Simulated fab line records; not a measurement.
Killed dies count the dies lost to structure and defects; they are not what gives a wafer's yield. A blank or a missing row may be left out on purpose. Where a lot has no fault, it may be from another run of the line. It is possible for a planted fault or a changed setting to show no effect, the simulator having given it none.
Problem report, 8D (eight disciplines) form, completed by code | flow gf180mcu | the parts of the form that need people (team, actions taken, sign-off) are left out

== 1. THE PROBLEM ==
rf_fwd_power_W at GF_POLY_GATE_ETCH_12 reads a mean of 295.6 W on 6 wafers of 2 lots; wafers without a fault read 496.2 W with a standard deviation of 1.8. So: -99 or more standard deviations from the usual mean.
The step: etches BARC in N2/H2.
First seen on wafer L607.1, day 14 04:54, on rie_diel-03. The record holds 39 wafers of 13 lots with a number at this step. By rule, "out" or "out of limits" means more than 4 standard deviations away from the usual mean. The rest of the wafers with a number are treated as sound.

== 2. WHAT IT IS; WHAT IT IS NOT ==
question                    | is                     | is not
which readings at this step | rf_fwd_power_W         | bias_w, oes_product_au, throttle_valve_pct
which lots                  | L607, L608             | L590, L591, L592, L593, L596, L597, L598, L599, L601, L611, L613
which wafers of those lots  | all that have a number | -
read on which tools         | rie_diel-03            | rie_diel-02, rie_diel-04
when                        | from day 14 04:54      | up to then (27 sound wafers); but 6 sound wafers of L611, L613 came after

== 3. THE SUSPECTS, EACH WITH WHAT RULES IT OUT ==
Counting: a tool at any process step up to the reading remains a suspect when it ran all the lots that are out and ran no sound lot after the first of those.
- rie_diel-03 at GF_POLY_GATE_ETCH_12 (etches BARC in N2/H2): kept. All lots that are out passed through it, beginning with L607 at day 14 04:54, and no sound lot followed; its final sound lot before that point was L598 at day 11 10:55. Its own rf_fwd_power_W readings are out on those wafers.
Left after counting: rie_diel-03 at GF_POLY_GATE_ETCH_12.

== 4. THE CAUSE (what the simulator had put in) ==
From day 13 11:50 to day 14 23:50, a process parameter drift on rie_diel-03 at GF_POLY_GATE_ETCH_12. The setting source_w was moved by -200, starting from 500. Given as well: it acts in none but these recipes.
Counting left only this tool.

== 5. THE CHAIN OF EFFECTS, in route order ==
Rows list readings where the struck wafers' mean (over those with a number) sits beyond 3 standard deviations from the usual. Only readings for which the record gives a usual standard deviation are gone through. hours: the time from each lot's start at the first step in this table that gives one to its start at this step, as a median over the lots. sigmas: the change in usual standard deviations.
hours | step                 | reading        | usual   | on struck wafers | change | sigmas
0     | GF_POLY_GATE_ETCH_12 | rf_fwd_power_W | 496.2 W | 295.6            | -200.6 | -99 or more
It contains these process steps:
- GF_POLY_GATE_ETCH_12: etches BARC in N2/H2.

== 6. HOW IT WOULD HAVE BEEN CAUGHT EARLIER ==
17 hours passed between the start of the fault at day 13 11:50 and the first reading out of limits in this record, taken at day 14 04:54.
